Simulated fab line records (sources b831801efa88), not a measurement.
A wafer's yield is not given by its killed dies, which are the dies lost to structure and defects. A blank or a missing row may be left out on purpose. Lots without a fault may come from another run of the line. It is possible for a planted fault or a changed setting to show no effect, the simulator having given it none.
Which tool was responsible? -- flow gf180mcu -- 24 lots with 72 wafers sampled at 5 steps, on a route of 602 steps

== WHAT EACH GAUGE READ, for each wafer ==
GF_V4_RS_MEAS_24: measurement is done with a four-point probe.
lot,measured,on,V4_W_RS (ohm/sq)
L074,day 25 02:02,film-metro-01,0.323 0.321 0.324
L075,day 25 02:46,film-metro-01,0.330 0.329 0.333
L076,day 25 08:08,film-metro-01,0.321 0.324 0.321
L077,day 25 13:31,film-metro-01,0.327 0.328 0.326
L078,day 25 18:55,film-metro-01,0.329 0.325 0.327
L079,day 26 14:24,film-metro-02,0.332 0.328 0.331
L080,day 27 00:28,film-metro-04,0.326 0.323 0.327
L081,day 27 01:01,film-metro-02,0.324 0.325 0.322
L082,day 27 03:16,film-metro-02,0.328 0.325 0.330
L083,day 27 14:33,film-metro-04,0.327 0.332 0.332
L084,day 28 06:34,film-metro-01,0.329 0.329 0.331
L085,day 28 11:50,film-metro-01,0.328 0.327 0.331
L086,day 28 15:10,film-metro-01,0.329 0.330 0.327
L087,day 28 19:34,film-metro-04,0.330 0.329 0.328
L088,day 28 23:32,film-metro-02,0.333 0.331 0.332
L090,day 29 21:44,film-metro-02,0.334 0.331 0.326
L089,day 29 22:51,film-metro-02,0.333 0.330 0.326
L091,day 30 06:58,film-metro-02,0.329 0.324 0.329
L092,day 30 09:01,film-metro-01,0.329 0.325 0.325
L093,day 30 14:08,film-metro-02,0.331 0.329 0.329
L094,day 30 21:18,film-metro-01,0.333 0.331 0.328
L095,day 31 00:04,film-metro-02,0.333 0.330 0.331
L096,day 31 05:20,film-metro-02,0.329 0.330 0.330
L097,day 31 10:46,film-metro-01,0.326 0.326 0.325

== TOOL THAT RAN EACH LOT (tool first, then ch and the chambers of the sampled wafers, then the start) ==
lot,GF_M3_SPUTTER_04,GF_M3_STRIP_17,GF_M4_SPUTTER_04,GF_V4_SPUTTER_21
L074,"pvd-sputter-03, day 21 00:44","plasma-asher-02 ch 0,1, day 22 01:14","pvd-sputter-03, day 23 03:17","pvd-sputter-04, day 25 01:48"
L075,"pvd-sputter-04, day 21 01:21","plasma-asher-02 ch 0,1, day 22 01:47","pvd-sputter-02, day 23 03:59","pvd-sputter-01, day 25 02:33"
L076,"pvd-sputter-04, day 21 07:12","plasma-asher-01 ch 0,1, day 22 06:49","pvd-sputter-03, day 23 08:42","pvd-sputter-01, day 25 07:55"
L077,"pvd-sputter-02, day 21 14:23","plasma-asher-02 ch 0,1, day 22 13:41","pvd-sputter-03, day 23 15:37","pvd-sputter-01, day 25 13:19"
L078,"pvd-sputter-02, day 21 19:53","plasma-asher-01 ch 0,1, day 22 18:49","pvd-sputter-02, day 23 20:11","pvd-sputter-04, day 25 18:43"
L079,"pvd-sputter-03, day 22 16:58","plasma-asher-01 ch 0,1, day 23 16:53","pvd-sputter-03, day 24 17:27","pvd-sputter-04, day 26 14:09"
L080,"pvd-sputter-04, day 23 04:24","plasma-asher-03 ch 1, day 24 03:32","pvd-sputter-02, day 25 04:05","pvd-sputter-04, day 27 00:14"
L081,"pvd-sputter-03, day 23 04:52","plasma-asher-02 ch 0,1, day 24 03:53","pvd-sputter-01, day 25 04:32","pvd-sputter-03, day 27 00:48"
L082,"pvd-sputter-04, day 23 07:27","plasma-asher-02 ch 0,1, day 24 06:07","pvd-sputter-02, day 25 07:00","pvd-sputter-04, day 27 03:02"
L083,"pvd-sputter-03, day 23 19:48","plasma-asher-01 ch 0,1, day 24 17:57","pvd-sputter-02, day 25 18:07","pvd-sputter-01, day 27 14:18"
L084,"pvd-sputter-04, day 24 13:49","plasma-asher-03 ch 0,1, day 25 11:43","pvd-sputter-03, day 26 11:17","pvd-sputter-04, day 28 06:20"
L085,"pvd-sputter-03, day 24 20:08","plasma-asher-03 ch 0,1, day 25 17:37","pvd-sputter-03, day 26 17:33","pvd-sputter-04, day 28 11:35"
L086,"pvd-sputter-03, day 24 23:26","plasma-asher-03 ch 0, day 25 20:52","pvd-sputter-02, day 26 20:56","pvd-sputter-04, day 28 14:58"
L087,"pvd-sputter-04, day 25 04:50","plasma-asher-01 ch 0,1, day 26 01:53","pvd-sputter-01, day 27 01:32","pvd-sputter-03, day 28 19:20"
L088,"pvd-sputter-02, day 25 09:48","plasma-asher-01 ch 0,1, day 26 06:45","pvd-sputter-01, day 27 06:11","pvd-sputter-01, day 28 23:17"
L090,"pvd-sputter-04, day 26 08:19","plasma-asher-01 ch 0,1, day 27 05:35","pvd-sputter-02, day 28 04:09","pvd-sputter-03, day 29 21:30"
L089,"pvd-sputter-04, day 26 10:43","plasma-asher-03 ch 0, day 27 06:43","pvd-sputter-03, day 28 05:29","pvd-sputter-01, day 29 22:38"
L091,"pvd-sputter-03, day 26 19:05","plasma-asher-02 ch 0,1, day 27 15:35","pvd-sputter-01, day 28 14:21","pvd-sputter-01, day 30 06:44"
L092,"pvd-sputter-03, day 26 21:32","plasma-asher-01 ch 0,1, day 27 18:11","pvd-sputter-03, day 28 16:37","pvd-sputter-03, day 30 08:46"
L093,"pvd-sputter-03, day 27 03:16","plasma-asher-03 ch 0,1, day 27 23:33","pvd-sputter-02, day 28 22:17","pvd-sputter-01, day 30 13:54"
L094,"pvd-sputter-04, day 27 11:37","plasma-asher-01 ch 0,1, day 28 07:34","pvd-sputter-03, day 29 04:59","pvd-sputter-04, day 30 21:05"
L095,"pvd-sputter-02, day 27 16:39","plasma-asher-01 ch 0,1, day 28 12:25","pvd-sputter-03, day 29 09:24","pvd-sputter-03, day 30 23:51"
L096,"pvd-sputter-03, day 27 19:25","plasma-asher-01 ch 0,1, day 28 15:37","pvd-sputter-03, day 29 13:53","pvd-sputter-01, day 31 05:08"
L097,"pvd-sputter-04, day 28 03:10","plasma-asher-01 ch 0,1, day 28 22:07","pvd-sputter-01, day 29 20:05","pvd-sputter-03, day 31 10:33"
- GF_M3_SPUTTER_04: material TiN, target thk 50 nm, time 41.7 s.
- GF_M3_STRIP_17: strips in O2/N2.
- GF_M4_SPUTTER_04: material TiN, target thk 50 nm, time 41.7 s.
- GF_V4_SPUTTER_21: material Ti, target thk 15 nm, time 80.02 s.

== AS READ BY THE TOOLS THEMSELVES (means over the sampled wafers that have a number; for cases with no such wafer, the mark the record gives instead) ==
GF_M3_SPUTTER_04.
lot,tool,chamber-pressure-pa (Pa),throttle-valve-pct (%)
L074,pvd-sputter-03,0.4007,29.6
L075,pvd-sputter-04,0.3994,30.0
L076,pvd-sputter-04,0.4000,29.8
L077,pvd-sputter-02,0.4001,30.1
L078,pvd-sputter-02,0.4000,29.3
L079,pvd-sputter-03,0.4001,29.8
L080,pvd-sputter-04,0.4006,29.8
L081,pvd-sputter-03,0.4000,29.6
L082,pvd-sputter-04,0.4000,30.2
L083,pvd-sputter-03,0.4010,30.0
L084,pvd-sputter-04,0.4002,30.6
L085,pvd-sputter-03,0.3990,29.9
L086,pvd-sputter-03,0.4003,30.3
L087,pvd-sputter-04,0.4005,30.8
L088,pvd-sputter-02,0.3998,29.5
L090,pvd-sputter-04,0.4004,30.0
L089,pvd-sputter-04,0.4002,30.9
L091,pvd-sputter-03,0.4000,30.1
L092,pvd-sputter-03,0.4006,30.2
L093,pvd-sputter-03,0.4006,29.5
L094,pvd-sputter-04,0.3988,30.0
L095,pvd-sputter-02,0.3992,29.6
L096,pvd-sputter-03,0.4008,29.5
L097,pvd-sputter-04,0.4001,31.0

GF_M3_STRIP_17.
lot,tool,drypump-motor-current-A (A),heater-power-w (W),oes-product-au (a.u.),strip-time-to-endpoint-s (s)
L074,plasma-asher-02,5.8,388,0.557,7.87
L075,plasma-asher-02,5.7,376,0.557,7.92
L076,plasma-asher-01,5.2,348,0.558,7.88
L077,plasma-asher-02,5.8,398,0.558,7.89
L078,plasma-asher-01,5.5,343,0.559,7.87
L079,plasma-asher-01,5.5,339,0.559,7.85
L080,plasma-asher-03,5.7,347,0.554,7.86
L081,plasma-asher-02,5.9,398,0.557,7.89
L082,plasma-asher-02,5.7,369,0.560,7.89
L083,plasma-asher-01,5.5,343,0.564,7.88
L084,plasma-asher-03,5.6,378,0.556,7.88
L085,plasma-asher-03,5.6,371,0.556,7.91
L086,plasma-asher-03,5.6,386,0.556,7.87
L087,plasma-asher-01,5.5,341,0.558,7.92
L088,plasma-asher-01,5.2,338,0.555,7.86
L090,plasma-asher-01,5.2,341,0.560,7.88
L089,plasma-asher-03,5.5,393,0.557,7.91
L091,plasma-asher-02,5.8,399,0.556,7.84
L092,plasma-asher-01,5.5,340,0.560,7.88
L093,plasma-asher-03,5.6,374,0.559,7.91
L094,plasma-asher-01,5.2,347,0.557,7.88
L095,plasma-asher-01,5.5,346,0.561,7.87
L096,plasma-asher-01,5.5,343,0.553,7.80
L097,plasma-asher-01,5.2,344,0.560,7.88

GF_M4_SPUTTER_04.
lot,tool,chamber-pressure-pa (Pa),throttle-valve-pct (%)
L074,pvd-sputter-03,0.4005,30.0
L075,pvd-sputter-02,0.4000,29.9
L076,pvd-sputter-03,0.3994,29.8
L077,pvd-sputter-03,0.4003,30.2
L078,pvd-sputter-02,0.4006,29.5
L079,pvd-sputter-03,0.3999,29.4
L080,pvd-sputter-02,0.3996,30.2
L081,pvd-sputter-01,0.3997,30.5
L082,pvd-sputter-02,0.4001,30.0
L083,pvd-sputter-02,0.4001,29.9
L084,pvd-sputter-03,0.3999,29.6
L085,pvd-sputter-03,0.3993,30.2
L086,pvd-sputter-02,0.3995,29.8
L087,pvd-sputter-01,0.3997,31.0
L088,pvd-sputter-01,0.3995,30.6
L090,pvd-sputter-02,0.3994,29.5
L089,pvd-sputter-03,0.4002,29.2
L091,pvd-sputter-01,0.4009,30.5
L092,pvd-sputter-03,0.3998,30.4
L093,pvd-sputter-02,0.4006,29.4
L094,pvd-sputter-03,0.4003,30.0
L095,pvd-sputter-03,0.3996,29.9
L096,pvd-sputter-03,0.3986,29.4
L097,pvd-sputter-01,0.3995,30.6

GF_V4_SPUTTER_21.
lot,tool,chamber-pressure-pa (Pa),throttle-valve-pct (%)
L074,pvd-sputter-04,4.989,30.1
L075,pvd-sputter-01,4.999,30.4
L076,pvd-sputter-01,5.008,30.4
L077,pvd-sputter-01,4.996,30.8
L078,pvd-sputter-04,5.003,29.5
L079,pvd-sputter-04,4.996,30.4
L080,pvd-sputter-04,5.007,29.5
L081,pvd-sputter-03,4.998,30.2
L082,pvd-sputter-04,5.006,30.5
L083,pvd-sputter-01,5.004,30.8
L084,pvd-sputter-04,5.001,30.0
L085,pvd-sputter-04,5.001,29.2
L086,pvd-sputter-04,5.006,30.2
L087,pvd-sputter-03,5.004,29.3
L088,pvd-sputter-01,4.999,30.9
L090,pvd-sputter-03,5.013,29.5
L089,pvd-sputter-01,4.997,31.0
L091,pvd-sputter-01,4.989,31.3
L092,pvd-sputter-03,5.000,30.1
L093,pvd-sputter-01,5.001,31.2
L094,pvd-sputter-04,4.995,30.6
L095,pvd-sputter-03,4.994,29.6
L096,pvd-sputter-01,5.000,30.5
L097,pvd-sputter-03,4.986,30.0

== THE ANSWER, worked out from the rows above alone ==
Rule: usual is defined by the lots themselves. The widest of any qualifying gaps counts: lots, ordered by their means at a reading, are off when they make up no more than a third of the lots, leave a main group of 4 or more, and stand apart from it by 3 or more times the standard deviation of that group's means. A main group whose means are all the same, to the digits that the tables above print for the reading, isn't used. Also off: a lot with no number at a reading for which 4 or more lots have one. Where the step has rows for the other lots, those lots are counted as sound. Order of review: gauges by route order, followed by the tools' own readings, for which a lot's mean as printed above is used. At the first step where some lot is off, the reading lying furthest off is the one used; lots without a number count as furthest.
No lot is off on any of the readings shown, so nothing can be concluded from this.

== WHAT WAS PUT IN BY THE SIMULATOR ==
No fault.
